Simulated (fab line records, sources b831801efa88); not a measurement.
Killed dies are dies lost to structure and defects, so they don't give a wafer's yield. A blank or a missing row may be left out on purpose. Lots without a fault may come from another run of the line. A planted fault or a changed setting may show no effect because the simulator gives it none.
fab line records | flow gf180mcu | part 1 of 2: steps 1 to 26 of 38
record lots=5 wafers=15 last_day=33
route steps=602 shown M4@456 V4@476
lots that met no fault: from a run of the same line without faults
start_h: hours from the record's first day to the start of the lot's first wafer shown | wait_h: hours since the lot's step before | " the same as in the row above | L1.1+2: a row that stands for several wafers | - no value, or no start given | * or withheld: withheld | < > ~ a bound
route shown NAME@n: a module of which the file shows steps, and the number in the route of the first | usual: mean/standard deviation of fault-free wafers | same: alike in all rows | chamber/n: place in a boat | sites: the reading at each site | _std_site: their standard deviation | _edge_site: outer sites' mean less inner sites' | radius_mm: how far each site lies from the wafer's centre | mask NAME#n: copy n | behind: the tool/chamber that last shaped the wafer | hold: why the lot was held/for how many hours/how that ended | device: the transistor (n, p or np) that didn't switch | end of line: the same wafers' tests at the end of the route | a step without rows: its recipe alone | killed: dies lost to structure and defects at the first sort, not the wafer's yield | map: a wafer's dies, x killed, . not, _ none there
set.NAME: the setting as run; set.NAME@STEP: as run at that earlier step | model.NAME: the simulator's own value behind a step, which no gauge read
lots at some steps of the route; a table a step, a row a wafer
services: from which hour (start_h, from the record's first day; less than 0 if before it) a tool's chamber was out of use, for how many hours, and why
## steps
# step GF_M4_SPUTTER_00
# recipe material=Ti target_thk_nm=37.5 arriving_ion_energy_ev=80 substrate_temp_c=200 chamber_pressure_pa=2 power_w=4000 time_s=150
# usual chamber_pressure_pa=2.000/0.0043 substrate_temp_c=200.00/0.16 throttle_valve_pct=30.0/1.2
# same time_s=150
# columns lot.wafer tool chamber start_h wait_h chamber_pressure_pa substrate_temp_c throttle_valve_pct
L078.2 pvd_sputter-04 - 548.40 0.1 1.999 199.87 29.8
L078.5 " - " " 2.000 199.86 29.8
L078.6 " - " " 2.004 199.69 28.9
L079.1 pvd_sputter-01 - 561.69 0.1 1.997 200.12 30.7
L079.4 " - " " 2.000 200.18 30.6
L079.6 " - " " 2.002 200.11 29.3
L081.2 pvd_sputter-01 - 587.21 0.2 1.999 200.20 30.0
L081.3 " - " " 1.995 199.80 30.6
L081.5 " - " " 2.005 200.40 30.4
L085.3 pvd_sputter-04 - 605.06 0.2 2.003 199.96 31.8
L085.4 " - " " 2.000 199.79 29.1
L085.5 " - " " 2.002 199.74 31.6
L091.3 pvd_sputter-04 - 647.96 0.2 2.006 200.24 29.0
L091.4 " - " " 2.008 199.86 31.5
L091.6 " - " " 1.993 200.34 29.6
# step GF_M4_SPUTTER_01
# recipe material=TiN target_thk_nm=30 power_w=6500 time_s=25 chamber_pressure_pa=0.4
# usual chamber_pressure_pa=0.4000/0.00077 throttle_valve_pct=30.0/1.2
# same time_s=25
# columns lot.wafer tool chamber start_h wait_h chamber_pressure_pa throttle_valve_pct
L078.2 pvd_sputter-04 - 548.50 0.1 0.3997 29.5
L078.5 " - " " 0.4007 29.6
L078.6 " - " " 0.4001 28.9
L079.1 pvd_sputter-01 - 561.79 0.1 0.4015 30.2
L079.4 " - " " 0.4012 30.6
L079.6 " - " " 0.3997 29.1
L081.2 pvd_sputter-01 - 587.31 0.1 0.3997 29.8
L081.3 " - " " 0.3992 30.7
L081.5 " - " " 0.3997 30.5
L085.3 pvd_sputter-04 - 605.16 0.1 0.3995 31.4
L085.4 " - " " 0.4019 29.0
L085.5 " - " " 0.4006 31.8
L091.3 pvd_sputter-04 - 648.06 0.1 0.3992 28.9
L091.4 " - " " 0.3993 31.4
L091.6 " - " " 0.4004 29.8
# step GF_M4_SPUTTER_02
# recipe material=AlCu target_thk_nm=450 power_w=10600 time_s=23.9 chamber_pressure_pa=0.4
# usual chamber_pressure_pa=0.4000/0.00077 throttle_valve_pct=30.0/1.2
# same time_s=23.9
# columns lot.wafer tool chamber start_h wait_h chamber_pressure_pa throttle_valve_pct
L078.2 pvd_sputter-04 - 548.53 0.0 0.4019 29.8
L078.5 " - " " 0.3997 29.4
L078.6 " - " " 0.4004 29.0
L079.1 pvd_sputter-01 - 561.83 0.0 0.3997 30.2
L079.4 " - " " 0.4004 30.2
L079.6 " - " " 0.3993 29.1
L081.2 pvd_sputter-01 - 587.34 0.0 0.4002 30.1
L081.3 " - " " 0.3996 30.6
L081.5 " - " " 0.4009 30.5
L085.3 pvd_sputter-04 - 605.19 0.0 0.4002 31.7
L085.4 " - " " 0.4001 29.0
L085.5 " - " " 0.3996 31.4
L091.3 pvd_sputter-04 - 648.09 0.0 0.3996 29.0
L091.4 " - " " 0.3990 31.4
L091.6 " - " " 0.3984 29.6
# step GF_M4_SPUTTER_03
# recipe material=Ti target_thk_nm=10 substrate_temp_c=300 chamber_pressure_pa=0.3 power_w=3000 time_s=6.7
# usual chamber_pressure_pa=0.3001/0.00062 substrate_temp_c=300.00/0.2 throttle_valve_pct=30.0/1.2
# same time_s=6.7
# columns lot.wafer tool chamber start_h wait_h chamber_pressure_pa substrate_temp_c throttle_valve_pct
L078.2 pvd_sputter-04 - 548.56 0.0 0.3001 299.93 29.5
L078.5 " - " " 0.2997 299.80 29.7
L078.6 " - " " 0.3008 300.04 29.0
L079.1 pvd_sputter-01 - 561.86 0.0 0.3003 300.03 30.5
L079.4 " - " " 0.2999 300.03 30.7
L079.6 " - " " 0.3001 299.99 29.2
L081.2 pvd_sputter-01 - 587.37 0.0 0.2988 300.09 30.0
L081.3 " - " " 0.3003 300.35 30.6
L081.5 " - " " 0.2997 300.02 30.3
L085.3 pvd_sputter-04 - 605.22 0.0 0.3002 299.86 31.5
L085.4 " - " " 0.3004 299.88 28.9
L085.5 " - " " 0.3009 299.73 31.5
L091.3 pvd_sputter-04 - 648.12 0.0 0.2991 299.97 28.9
L091.4 " - " " 0.3002 299.89 31.9
L091.6 " - " " 0.3016 300.02 29.9
# step GF_M4_SPUTTER_04
# recipe material=TiN target_thk_nm=50 power_w=6500 time_s=41.7 chamber_pressure_pa=0.4
# usual chamber_pressure_pa=0.4001/0.00084 throttle_valve_pct=30.0/1.2
# same time_s=41.7
# columns lot.wafer tool chamber start_h wait_h chamber_pressure_pa throttle_valve_pct
L078.2 pvd_sputter-04 - 548.59 0.0 0.3991 29.9
L078.5 " - " " 0.3995 29.5
L078.6 " - " " 0.4007 28.8
L079.1 pvd_sputter-01 - 561.88 0.0 0.3999 29.9
L079.4 " - " " 0.4021 30.4
L079.6 " - " " 0.4015 29.0
L081.2 pvd_sputter-01 - 587.39 0.0 0.4004 30.0
L081.3 " - " " 0.4010 30.5
L081.5 " - " " 0.3997 30.2
L085.3 pvd_sputter-04 - 605.24 0.0 0.3998 31.4
L085.4 " - " " 0.4007 28.8
L085.5 " - " " 0.3996 31.5
L091.3 pvd_sputter-04 - 648.14 0.0 0.4022 28.8
L091.4 " - " " 0.3989 31.5
L091.6 " - " " 0.4006 29.6
# step GF_M4_RS_MEAS_05
# recipe thk_meas_gauge=four-point-probe reads=TiN_of_M4_SPUTTER_04+Ti_of_M4_SPUTTER_03+AlCu_of_M4_SPUTTER_02+TiN_of_M4_SPUTTER_01+Ti_of_M4_SPUTTER_00
# usual M4_ALCU_RS=0.0695/0.00091
# columns lot.wafer tool chamber start_h wait_h M4_ALCU_RS[ohm/sq]
L078.2 film_metro-01 - 548.65 0.0 0.0685
L078.5 " - " " 0.0691
L078.6 " - " " 0.0693
L079.1 film_metro-04 - 561.92 0.0 0.0691
L079.4 " - " " 0.0693
L079.6 " - " " 0.0698
L081.2 film_metro-01 - 587.45 0.0 0.0709
L081.3 " - " " 0.0701
L081.5 " - " " 0.0703
L085.3 film_metro-03 - 605.32 0.1 0.0695
L085.4 " - " " 0.0695
L085.5 " - " " 0.0690
L091.3 film_metro-01 - 648.22 0.1 0.0709
L091.4 " - " " 0.0698
L091.6 " - " " 0.0701
# step GF_M4_THK_MEAS_06
# recipe thk_meas_gauge=xrf reads=AlCu_of_M4_SPUTTER_02
# usual M4_ALCU_THK=446/5.8
# columns lot.wafer tool chamber start_h wait_h M4_ALCU_THK[nm]
L078.2 film_metro-01 - 548.76 0.1 453
L078.5 " - " " 449
L078.6 " - " " 448
L079.1 film_metro-04 - 562.04 0.1 448
L079.4 " - " " 445
L079.6 " - " " 441
L081.2 film_metro-01 - 587.56 0.1 437
L081.3 " - " " 444
L081.5 " - " " 443
L085.3 film_metro-03 - 605.42 0.1 446
L085.4 " - " " 448
L085.5 " - " " 448
L091.3 film_metro-01 - 648.32 0.1 435
L091.4 " - " " 442
L091.6 " - " " 439
# step GF_M4_DEHYDRATE_07
# recipe temp_c=200 time_s=60
# same time_s=60
# columns lot.wafer tool chamber start_h wait_h
L078.2+5+6 litho_track-01 0 559.33 10.6
L079.1+4+6 litho_track-04 0 571.91 9.9
L081.2+3+5 litho_track-01 0 597.03 9.5
L085.3+4+5 litho_track-01 0 614.90 9.5
L091.3+4+6 litho_track-04 0 657.71 9.4
# step GF_M4_HMDS_08
# recipe prime_time_s=60 prime_temp_c=120
# columns lot.wafer tool chamber start_h wait_h
L078.2+5+6 litho_track-01 0 559.48 0.1
L079.1+4+6 litho_track-04 0 572.06 0.1
L081.2+3+5 litho_track-01 0 597.18 0.1
L085.3+4+5 litho_track-01 0 615.05 0.1
L091.3+4+6 litho_track-04 0 657.86 0.1
# step GF_M4_COAT_09
# recipe resist=KrF spin_rpm=withheld resist_thk_nm=1000
# columns lot.wafer tool chamber start_h wait_h
L078.2+5+6 litho_track-01 0 559.63 0.1
L079.1+4+6 litho_track-04 0 572.21 0.1
L081.2+3+5 litho_track-01 0 597.33 0.1
L085.3+4+5 litho_track-01 0 615.20 0.1
L091.3+4+6 litho_track-04 0 658.01 0.1
# step GF_M4_SOFTBAKE_10
# recipe temp_c=130 time_s=60 resist=KrF
# same time_s=60
# columns lot.wafer tool chamber start_h wait_h
L078.2+5+6 litho_track-01 0 559.78 0.1
L079.1+4+6 litho_track-04 0 572.36 0.1
L081.2+3+5 litho_track-01 0 597.48 0.1
L085.3+4+5 litho_track-01 0 615.35 0.1
L091.3+4+6 litho_track-04 0 658.16 0.1
# step GF_M4_EXPOSE_11
# recipe mask_id=Metal4 target_cd_nm=280 na=0.68 source_shape=conventional sigma_outer=0.6 dose_mj=28
# usual exposure_dose_mJ_cm2=28.00/0.031 stage_vel_mm_s=499.99/0.23
# columns lot.wafer tool chamber start_h wait_h mask exposure_dose_mJ_cm2 stage_vel_mm_s
L078.2 krf_scanner-02 0 - - Metal4#0 27.98 499.97
L078.5 " 0 " " Metal4#0 28.04 499.89
L078.6 " 0 " " Metal4#0 27.99 500.25
L079.1 krf_scanner-01 0 - - Metal4#0 27.99 499.78
L079.4 " 0 " " Metal4#0 27.98 499.60
L079.6 " 0 " " Metal4#0 28.00 499.67
L081.2 krf_scanner-01 0 - - Metal4#0 28.01 499.85
L081.3 " 0 " " Metal4#0 27.99 499.89
L081.5 " 0 " " Metal4#0 28.01 499.70
L085.3 krf_scanner-01 0 - - Metal4#0 27.98 500.35
L085.4 " 0 " " Metal4#0 28.04 500.12
L085.5 " 0 " " Metal4#0 28.03 499.86
L091.3 krf_scanner-01 0 - - Metal4#0 27.97 499.85
L091.4 " 0 " " Metal4#0 27.97 499.68
L091.6 " 0 " " Metal4#0 28.00 499.62
# step GF_M4_PEB_12
# recipe peb_temp_c=135 peb_time_s=90 resist=KrF
# columns lot.wafer tool chamber start_h wait_h
L078.2+5+6 litho_track-03 0 - -
L079.1+4+6 litho_track-04 0 - -
L081.2+3+5 litho_track-01 0 - -
L085.3+4+5 litho_track-04 0 - -
L091.3+4+6 litho_track-04 0 - -
# step GF_M4_DEVELOP_13
# recipe develop_time_s=60 dev_temp_c=21
# columns lot.wafer tool chamber start_h wait_h
L078.2+5+6 litho_track-03 0 570.66 0.2
L079.1+4+6 litho_track-04 0 582.91 0.2
L081.2+3+5 litho_track-01 0 607.73 0.2
L085.3+4+5 litho_track-04 0 624.96 0.1
L091.3+4+6 litho_track-04 0 667.56 0.1
# step GF_M4_CD_MEAS_14
# recipe target_cd_nm=280
# usual cd_nm=280.2/1.1
# columns lot.wafer tool chamber start_h wait_h cd_nm
L078.2 cd_sem-02 - 570.81 0.1 280.0
L078.5 " - " " 281.3
L078.6 " - " " 281.0
L079.1 cd_sem-01 - 583.06 0.1 279.9
L079.4 " - " " 277.9
L079.6 " - " " 278.6
L081.2 cd_sem-01 - 607.87 0.1 279.7
L081.3 " - " " 279.3
L081.5 " - " " 279.3
L085.3 cd_sem-01 - 625.10 0.1 279.4
L085.4 " - " " 279.7
L085.5 " - " " 280.2
L091.3 cd_sem-01 - 667.70 0.1 279.0
L091.4 " - " " 280.6
L091.6 " - " " 279.8
# step GF_M4_OVL_MEAS_15
# usual M4_OVL=1/5.8
# columns lot.wafer tool chamber start_h wait_h M4_OVL[nm]
L078.2 overlay-02 - 570.92 0.1 5
L078.5 " - " " 3
L078.6 " - " " 5
L079.1 overlay-01 - 583.18 0.1 -4
L079.4 " - " " -7
L079.6 " - " " -6
L081.2 overlay-01 - 607.98 0.1 4
L081.3 " - " " -5
L081.5 " - " " -1
L085.3 overlay-02 - 625.19 0.1 -9
L085.4 " - " " -3
L085.5 " - " " -4
L091.3 overlay-02 - 667.79 0.1 -7
L091.4 " - " " -5
L091.6 " - " " -10
# step GF_M4_METAL_ETCH_16
# recipe chemistry=Cl2/BCl3 mask_material=KrF target_depth_nm=750.8 stop_on=SiO2 pressure_mtorr=8 icp_w=800 bias_w=140 Cl2_flow_sccm=80 bcl3_flow_sccm=40 time_s=125.1
# usual drypump_motor_current_A=5.82/0.24 oes_product_au=0.992/0.0051 throttle_valve_pct=28.227/0.0096
# same time_s=125.1
# columns lot.wafer tool chamber start_h wait_h drypump_motor_current_A oes_product_au rf_hours_counter_h throttle_valve_pct
L078.2 rie_metal-02 1 570.99 0.1 5.72 0.988 - 28.224
L078.5 " 1 " " 5.71 0.989 - 28.230
L078.6 " 1 " " 5.72 0.992 - 28.231
L079.1 rie_metal-01 0 583.22 0.0 6.14 0.995 10 28.215
L079.4 " 0 " " 6.13 0.997 - 28.216
L079.6 " 0 " " 6.12 0.997 - 28.226
L081.2 rie_metal-01 1 608.01 0.0 6.10 0.989 0 28.215
L081.3 " 1 " " 6.08 0.995 - 28.219
L081.5 " 1 " " 6.10 0.994 - 28.231
L085.3 rie_metal-02 0 625.26 0.1 5.67 0.995 - 28.228
L085.4 " 1 " " 5.74 0.994 - 28.214
L085.5 " 0 " " 5.67 0.993 - 28.223
L091.3 rie_metal-03 1 667.86 0.1 5.49 0.996 - 28.221
L091.4 " 0 " " 5.65 0.985 - 28.219
L091.6 " 0 " " 5.65 0.999 - 28.232
# step GF_M4_STRIP_17
# recipe chemistry=O2/N2 power_w=1400 pressure_mtorr=1500 platen_temp_c=250 o2_flow_sccm=3000 n2_flow_sccm=300 overash_fraction=0.5
# usual drypump_motor_current_A=5.8/0.47 heater_power_w=351/27 n2_flow_sccm=300.0/0.85 oes_product_au=0.536/0.0053 strip_time_to_endpoint_s=7.37/0.045
# columns lot.wafer tool chamber start_h wait_h drypump_motor_current_A heater_power_w n2_flow_sccm oes_product_au rf_hours_counter_h strip_time_to_endpoint_s
L078.2 plasma_asher-03 0 571.20 0.2 6.5 379 301.0 0.533 90 7.36
L078.5 " 1 " " 5.4 323 299.5 0.539 - 7.33
L078.6 " 0 " " 6.5 385 299.9 0.530 - 7.34
L079.1 plasma_asher-03 1 583.56 0.3 5.4 322 299.6 0.535 91 7.36
L079.4 " 1 " " 5.5 319 300.2 0.533 - 7.34
L079.6 " 1 " " 5.4 329 300.2 0.538 - 7.35
L081.2 plasma_asher-02 0 608.14 0.1 6.4 390 300.0 0.538 20 7.43
L081.3 " 1 " " 5.6 334 301.0 0.530 - 7.42
L081.5 " 1 " " 5.6 336 298.9 0.543 - 7.40
L085.3 plasma_asher-01 1 625.38 0.1 5.4 330 297.9 0.528 - 7.35
L085.4 " 0 " " 5.5 353 300.5 0.521 - 7.31
L085.5 " 0 " " 5.5 356 301.9 0.528 - 7.30
L091.3 plasma_asher-03 0 667.98 0.1 6.5 388 300.5 0.538 - 7.38
L091.4 " 1 " " 5.4 318 300.8 0.538 - 7.38
L091.6 " 0 " " 6.5 378 300.7 0.544 - 7.40
# step GF_M4_STRIP_18
# recipe chemistry=post_etch_residue_remover time_s=1200 temp_c=72.5
# usual temp_c=72.53/0.12
# same time_s=1200
# columns lot.wafer tool chamber start_h wait_h temp_c
L078.2 wet_bench-01 0 571.30 0.1 72.55
L078.5 " 0 " " 72.56
L078.6 " 0 " " 72.33
L079.1 wet_bench-01 2 583.66 0.1 72.57
L079.4 " 2 " " 72.39
L079.6 " 2 " " 72.70
L081.2 wet_bench-02 3 608.24 0.1 72.57
L081.3 " 3 " " 72.68
L081.5 " 3 " " 72.49
L085.3 wet_bench-01 3 625.45 0.0 72.60
L085.4 " 3 " " 72.55
L085.5 " 3 " " 72.45
L091.3 wet_bench-01 2 668.05 0.0 72.64
L091.4 " 2 " " 72.59
L091.6 " 2 " " 72.45
# step GF_M4_CLEAN_19
# recipe chemistry=DIW dry=n2_spin
# columns lot.wafer tool chamber start_h wait_h
L078.2+5+6 wet_bench-03 0 571.68 0.0
L079.1+4+6 wet_bench-03 0 584.07 0.0
L081.2+3+5 wet_bench-03 2 608.98 0.0
L085.3+4+5 wet_bench-02 1 625.82 0.0
L091.3+4+6 wet_bench-01 3 668.39 0.0
# step GF_V4_CVD_00
# recipe material=SiO2 target_thk_nm=600 sigma_open_frac=0.3 temp_c=400 time_s=100 sih4_flow_sccm=60 pressure_mtorr=6
# same time_s=100
# columns lot.wafer tool chamber start_h wait_h
L078.2+5+6 hdpcvd-02 0,0,1 571.78 0.0
L079.1+4+6 hdpcvd-02 2,2,1 584.16 0.0
L081.2+3+5 hdpcvd-02 0,2,2 609.07 0.0
L085.3+4+5 hdpcvd-02 1,1,0 625.91 0.0
L091.3+4+6 hdpcvd-01 2,1,2 668.48 0.0
# step GF_V4_THK_MEAS_01
# recipe reads=SiO2_of_V4_CVD_00
# usual V4_CVD_00_THK=600/5.9
# columns lot.wafer tool chamber start_h wait_h V4_CVD_00_THK[nm]
L078.2 film_metro-04 - 571.86 0.0 600
L078.5 " - " " 590
L078.6 " - " " 597
L079.1 film_metro-03 - 584.23 0.0 616
L079.4 " - " " 613
L079.6 " - " " 603
L081.2 film_metro-02 - 609.15 0.0 606
L081.3 " - " " 611
L081.5 " - " " 608
L085.3 film_metro-04 - 626.00 0.1 593
L085.4 " - " " 596
L085.5 " - " " 601
L091.3 film_metro-03 - 668.57 0.1 600
L091.4 " - " " 599
L091.6 " - " " 594
# step GF_V4_CVD_02
# recipe material=SiO2 target_thk_nm=850 precursor=TEOS temp_c=400 time_s=94.851 rf_w=600
# usual heater_power_w=671/79
# same time_s=94.851
# columns lot.wafer tool chamber start_h wait_h heater_power_w
L078.2 pecvd-01 2 571.91 0.0 640
L078.5 " 1 " " 816
L078.6 " 2 " " 687
L079.1 pecvd-04 2 584.29 0.1 678
L079.4 " 1 " " 665
L079.6 " 0 " " 660
L081.2 pecvd-03 0 609.20 0.0 639
L081.3 " 2 " " 795
L081.5 " 0 " " 656
L085.3 pecvd-01 0 626.04 0.0 570
L085.4 " 1 " " 823
L085.5 " 0 " " 635
L091.3 pecvd-01 1 668.61 0.0 812
L091.4 " 1 " " 661
L091.6 " 2 " " 627
# step GF_V4_THK_MEAS_03
# recipe reads=SiO2_of_V4_CVD_02
# usual V4_CVD_02_THK=851/12
# columns lot.wafer tool chamber start_h wait_h V4_CVD_02_THK[nm]
L078.2 film_metro-02 - 571.99 0.0 851
L078.5 " - " " 852
L078.6 " - " " 862
L079.1 film_metro-03 - 584.36 0.0 862
L079.4 " - " " 867
L079.6 " - " " 858
L081.2 film_metro-04 - 609.28 0.0 863
L081.3 " - " " 854
L081.5 " - " " 861
L085.3 film_metro-04 - 626.13 0.1 844
L085.4 " - " " 866
L085.5 " - " " 864
L091.3 film_metro-04 - 668.70 0.1 850
L091.4 " - " " 858
L091.6 " - " " 870
# step GF_V4_CMP_04
# recipe material=SiO2 down_force_psi=4 platen_rpm=60 pad_velocity_m_s=0.94248
# usual motor_current_A=11.9/0.73 retaining_ring_pressure_frac=1.000/0.0047 slurry_flow_ml_min=150.0/0.47 time_to_endpoint_s=80/5.9
# columns lot.wafer tool chamber start_h wait_h motor_current_A retaining_ring_pressure_frac slurry_flow_ml_min time_to_endpoint_s
L078.2 cmp-01 3 572.04 0.0 11.5 1.000 150.7 78
L078.6 " 3 " " 12.1 0.995 150.3 82
L078.5 " 0 " " 10.4 1.000 149.3 86
L079.4 cmp-02 0 584.52 0.1 11.2 1.002 149.9 85
L079.1 " 1 " " 12.1 1.002 150.2 84
L079.6 " 3 " " 12.2 0.996 150.2 91
L081.3 cmp-02 2 609.43 0.1 12.6 0.999 149.8 84
L081.2 " 3 " " 12.5 1.000 149.9 91
L081.5 " 1 " " 12.1 0.996 150.5 80
L085.3 cmp-02 1 626.17 0.0 11.9 0.988 149.9 73
L085.4 " 2 " " 12.2 0.991 150.8 83
L085.5 " 2 " " 11.7 0.994 150.3 86
L091.3 cmp-02 0 668.79 0.1 11.2 1.003 150.0 78
L091.4 " 2 " " 12.3 0.997 149.9 84
L091.6 " 3 " " 12.5 1.005 150.2 88
# step GF_V4_BOW_MEAS_05
# recipe mode=bow
# usual V4_BOW=135/9.2
# columns lot.wafer tool chamber start_h wait_h V4_BOW[um]
L078.2 film_metro-02 - 572.36 0.3 125
L078.5 " - " " 144
L078.6 " - " " 127
L079.1 film_metro-02 - 584.72 0.1 152
L079.4 " - " " 151
L079.6 " - " " 152
L081.2 film_metro-04 - 609.65 0.1 140
L081.3 " - " " 137
L081.5 " - " " 142
L085.3 film_metro-03 - 626.51 0.3 138
L085.4 " - " " 132
L085.5 " - " " 138
L091.3 film_metro-03 - 669.08 0.2 124
L091.4 " - " " 123
L091.6 " - " " 131
